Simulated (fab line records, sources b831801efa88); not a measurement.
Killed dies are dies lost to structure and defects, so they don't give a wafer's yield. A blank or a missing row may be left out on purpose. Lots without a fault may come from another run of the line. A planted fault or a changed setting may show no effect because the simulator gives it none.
One fault seen from 2 desks | flow gf180mcu | each desk has only its own numbers; what lay behind them comes last

THE TOOL OWNER'S DESK: pvd_sputter-04
The tool's own readings at GF_MIM_SPUTTER_08 (material AlCu, target thk 200 nm, time 10.6 s): means of the sampled wafers that have a number, for each lot that ran on this tool. A lot is out of limits, marked OUT, if its mean lies more than 4 standard deviations from the usual mean; the brackets give that distance.
Columns: A = throttle_valve_pct at GF_MIM_SPUTTER_08, usual 30.1 %
lot  | first seen here | A
L444 | day 28 06:25    | 29.5
L445 | day 28 07:40    | 30.1
L446 | day 28 23:48    | 29.5
L447 | day 29 16:36    | 29.2
L449 | day 30 06:16    | 29.4
L451 | day 30 08:04    | 29.8
This desk's finding: nothing out of limits on any of the 6 lots.

THE METROLOGY DESK
What the gauges read, lot by lot, whatever tool the lot ran on: means of the sampled wafers that have a number. A lot is out of limits, marked OUT, if its mean lies more than 4 standard deviations from the usual mean; the brackets give that distance.
Columns: A = cd_nm at GF_V4_CD_MEAS_14, usual 260.0 nm; B = MIM_ALCU_RS at GF_MIM_RS_MEAS_10, usual 0.1602 ohm/sq; C = MIM_ALCU_THK at GF_MIM_THK_MEAS_11, usual 197.3 nm
lot  | first seen here | A     | B                 | C
L432 | day 24 13:05    | 259.1 | 0.1581            | 199.8
L438 | day 26 16:28    | 260.1 | 0.1606            | 197.1
L443 | day 27 22:16    | 260.9 | 0.1598            | 195.5
L442 | day 28 00:39    | 259.4 | 0.1607            | 197.4
L444 | day 28 04:31    | 258.6 | 0.1594            | 199.1
L445 | day 28 05:46    | 258.2 | 0.1599            | 198.7
L446 | day 28 21:58    | 259.7 | 0.1610            | 195.5
L447 | day 29 14:41    | 261.2 | 0.1622            | 195.7
L449 | day 30 04:26    | 258.9 | 0.1467 (-7.9) OUT | 217.7 (+8.9) OUT
L451 | day 30 06:10    | 260.0 | 0.1456 (-8.6) OUT | 219.4 (+9.6) OUT
L452 | day 31 00:44    | 262.9 | 0.1600            | 199.0
This desk's finding: out of limits on L449, L451; first on L449, day 30 06:22 (MIM_ALCU_RS at GF_MIM_RS_MEAS_10). In limits: L432, L438, L443, L442, L444, L445, L446, L447, L452.

PUT TOGETHER
The metrology desk could have raised an alarm at day 30 06:22, on L449, L451.
The tool owner's desk saw nothing out of limits.
The tool owner's desk has L449, L451 on record, within its limits.
Of the lots named, all ran GF_MIM_SPUTTER_08 on pvd_sputter-04.

WHAT THE SIMULATOR HAD PUT IN
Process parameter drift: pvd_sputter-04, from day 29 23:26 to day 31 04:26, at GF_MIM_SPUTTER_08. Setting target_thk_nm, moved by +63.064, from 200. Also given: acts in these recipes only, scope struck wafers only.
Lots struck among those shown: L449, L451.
Hours from the fault's start to each desk's first reading out of limits: the metrology desk, 7.
